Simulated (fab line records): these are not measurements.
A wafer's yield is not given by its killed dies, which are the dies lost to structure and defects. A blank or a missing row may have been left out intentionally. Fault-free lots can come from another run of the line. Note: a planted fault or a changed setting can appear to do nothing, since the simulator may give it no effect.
Struck lot and sound lot, side by side + flow sky130 + 15 steps out of a route of 708
Sound: wafers L483.2, L483.5, L483.6. Struck: wafers L476.1, L476.5, L476.6. The cause comes at the end.
At each step with rows: each side's tool, then ch and its chambers, then its first start. Under that, the readings that differ: sound wafers + struck wafers + difference of the means + sigmas: that difference in standard deviations of wafers without a fault.
alike: same words and numbers on both sides, and readings whose means sit less than 2 such deviations apart. not compared: any withheld reading, any reading some wafer has no value for, any bound like >300 that may hide the same value, and any number with overlapping values for which the record gives no deviation.
The two part at a step that has a row with sigmas, a row that says differs or no value, or rows on one side only. Numbers that have no deviation but don't overlap get no sigmas and don't part them. A reading that every wafer of one side lacks parts them only if that side has two wafers or more.

first, 1 step without rows for these wafers: SKY_METAL1_DEVELOP_14 (develop time 60 s).
SKY_METAL1_CD_MEAS_15 targets a cd of 140 nm.
  struck on cdSem-01, day 35 01:43; sound on cdSem-02, day 37 19:12
  alike: cdNm
SKY_METAL1_OVL_MEAS_16:
  struck on overlay-02, day 35 01:50; sound on overlay-01, day 37 19:19
| reading         | sound   | struck | difference | sigmas |
|-----------------|---------|--------|------------|--------|
| METAL1_OVL (nm) | 0 -1 -5 | 10 8 6 | +10        | +2     |
SKY_METAL1_DESCUM_17: chemistry O2, time 8 s.
  sound on rieMetal-02 ch 0,1, day 37 19:20; struck on rieMetal-04 ch 0,1, day 35 01:52
  alike: drypumpMotorCurrentA, oesProductAu, rfFwdPowerW
  not compared: rfHoursCounterH
SKY_METAL1_ETCH_18: etches BARC in N2/H2, stops on SiO2, time 47.72 s, target depth 60 nm.
  sound on rieMetal-02 ch 0,1, day 37 19:22; struck on rieMetal-04 ch 0,1, day 35 01:54
  alike: drypumpMotorCurrentA, oesProductAu, throttleValvePct
  not compared: rfHoursCounterH
SKY_METAL1_METAL_ETCH_19: etches the open film in Cl2/BCl3, stops on SiO2, target depth 360 nm, time 78 s.
  sound on rieMetal-02 ch 0,1, day 37 19:26; struck on rieMetal-04 ch 0,1, day 35 01:58
  alike: drypumpMotorCurrentA, mfcCl2Sccm, oesProductAu, rfFwdPowerW, throttleValvePct
  not compared: rfHoursCounterH
SKY_METAL1_STRIP_20: strips in O2/N2.
  sound on plasmaAsher-03 ch 0,1, day 37 19:31; struck on plasmaAsher-01 ch 0,1, day 35 02:04
  alike: drypumpMotorCurrentA, oesProductAu, stripTimeToEndpointS
  not compared: rfHoursCounterH
then, 4 steps without rows for these wafers: SKY_METAL1_STRIP_21 (strips in post etch residue remover, time 1200 s); SKY_METAL1_CLEAN_22 (cleans in IPA, time 180 s); SKY_METAL1_CLEAN_23 (cleans in O3/DIW); SKY_VIA1_HDPCVD_00 (deposits SiO2, target thk 1030 nm, time 171.7 s).
SKY_VIA1_THK_MEAS_01:
  struck on filmMetro-04, day 35 02:46; sound on filmMetro-04, day 37 20:15
  alike: VIA1_HDPCVD_THK
SKY_VIA1_CMP_02: polishes SiO2.
  sound on cmp-01 ch 0,2,3, day 37 20:27; struck on cmp-02 ch 0,2,3, day 35 02:58
| reading         | sound             | struck            | difference | sigmas      |
|-----------------|-------------------|-------------------|------------|-------------|
| platenRpm (rpm) | 59.95 60.01 59.94 | 66.00 65.95 65.98 | +6.01      | +99 or more |
  alike: edgeZonePressureFrac, motorCurrentA, slurryFlowMlMin
SKY_VIA1_BOW_MEAS_03:
  struck on filmMetro-01, day 35 03:07; sound on filmMetro-04, day 37 20:37
  alike: VIA1_BOW
-- the record jumps here: 13 days lie between the struck wafers' starts before and after (it left off in module VIA1 and takes up again in module PAD_OPEN, whose first step shown is number 708 of the route) --
SKY_PAD_OPEN_PROBE_99:
  only the struck wafers here have rows in the record (prober-02, day 47 16:24); the sound ones have none

== WHERE THEY PART ==
Earliest at SKY_METAL1_OVL_MEAS_16; latest, in this record, at SKY_PAD_OPEN_PROBE_99.

WHY: the cause the simulator had injected
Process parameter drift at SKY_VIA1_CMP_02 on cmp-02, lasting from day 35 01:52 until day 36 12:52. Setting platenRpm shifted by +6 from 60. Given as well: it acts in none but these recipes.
